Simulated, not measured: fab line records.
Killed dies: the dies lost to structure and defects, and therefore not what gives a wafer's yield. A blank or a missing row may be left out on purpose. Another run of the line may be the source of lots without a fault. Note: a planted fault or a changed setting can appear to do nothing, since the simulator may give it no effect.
One fault through the eyes of 2 desks / flow gf180mcu / every desk sees just its own numbers, and what lay behind them comes last

TOOL OWNER'S DESK, rieSi-02
The tool's own readings at GF_STI_ETCH_14 (etches Si in HBr/Cl2/O2, target depth 360 nm, time 102.9 s): means of the sampled wafers that have a number, for each lot that ran on this tool. Marked OUT: a lot whose mean sits more than 4 standard deviations from the usual mean, which makes it out of limits; the brackets give that distance.
Columns: A = drypumpMotorCurrentA at GF_STI_ETCH_14, usual 5.7 A; B = oesProductAu at GF_STI_ETCH_14, usual 1.007 a.u.; C = runLengthS at GF_STI_ETCH_14, usual 131.0 s; D = throttleValvePct at GF_STI_ETCH_14, usual 25.652 %
lot=L800; first seen here=day 2 02:10; A=5.5; B=1.006; C=131.3; D=25.650
lot=L804; first seen here=day 2 22:04; A=5.6; B=1.014; C=131.0; D=25.648
lot=L805; first seen here=day 3 03:10; A=5.8; B=0.996; C=130.6; D=25.657
lot=L806; first seen here=day 3 09:40; A=5.5; B=1.013; C=130.7; D=25.647
lot=L807; first seen here=day 3 15:31; A=5.5; B=1.011; C=130.5; D=25.648
lot=L812; first seen here=day 4 16:58; A=5.5; B=1.011; C=130.8; D=25.649
lot=L813; first seen here=day 4 22:20; A=5.4; B=1.019; C=130.7; D=25.646
lot=L814; first seen here=day 5 01:46; A=5.3; B=1.016; C=110.2 (-48) OUT; D=25.652
lot=L819; first seen here=day 6 03:31; A=5.3; B=1.008; C=110.2 (-48) OUT; D=25.656
lot=L820; first seen here=day 6 09:43; A=5.7; B=1.002; C=90.5 (-94) OUT; D=25.657
This desk's finding: out of limits on L814, L819, L820; first on L814, day 5 01:46 (runLengthS at GF_STI_ETCH_14). L800, L804, L805, L806, L807, L812, L813: within limits.

METROLOGY DESK
Lot by lot, what the gauges showed, no matter which tool ran the lot: averages of those sampled wafers that carry a number. Marked OUT: a lot whose mean sits more than 4 standard deviations from the usual mean, which makes it out of limits; the brackets give that distance.
Columns: A = cdNm at GF_NSD_CD_MEAS_07, usual 399.8 nm
lot=L800; first seen here=day 13 11:13; A=401.5
lot=L801; first seen here=day 13 22:16; A=401.5
lot=L802; first seen here=day 14 03:05; A=398.7
lot=L804; first seen here=day 14 20:49; A=399.3
lot=L805; first seen here=day 15 01:40; A=396.9
lot=L806; first seen here=day 15 14:50; A=402.0
lot=L807; first seen here=day 15 19:10; A=402.4
lot=L808; first seen here=day 15 23:02; A=398.7
lot=L810; first seen here=day 16 21:10; A=401.4
lot=L812; first seen here=day 17 11:19; A=401.0
lot=L813; first seen here=day 17 23:33; A=398.9
lot=L814; first seen here=day 18 04:07; A=397.3
lot=L819; first seen here=day 20 00:04; A=400.0
lot=L820; first seen here=day 20 08:10; A=402.2
lot=L823; first seen here=day 21 13:17; A=399.9
This desk's verdict: no lot among the 15 shows anything out of limits.

BROUGHT TOGETHER
The tool owner's desk could have raised an alarm at day 5 01:46, on L814, L819, L820.
Nothing out of limits was seen by the metrology desk.
The metrology desk holds a record of L814, L819, L820, inside its limits.
All the named lots went through GF_STI_ETCH_14 on rieSi-02.

WHAT WAS PUT IN BY THE SIMULATOR
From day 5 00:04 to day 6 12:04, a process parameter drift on rieSi-02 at GF_STI_ETCH_14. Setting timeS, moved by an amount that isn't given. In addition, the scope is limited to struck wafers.
Struck lots among those shown: L814, L819, L820.
How many hours passed from the start of the fault until each desk's first out-of-limits reading: the tool owner's desk, 2.
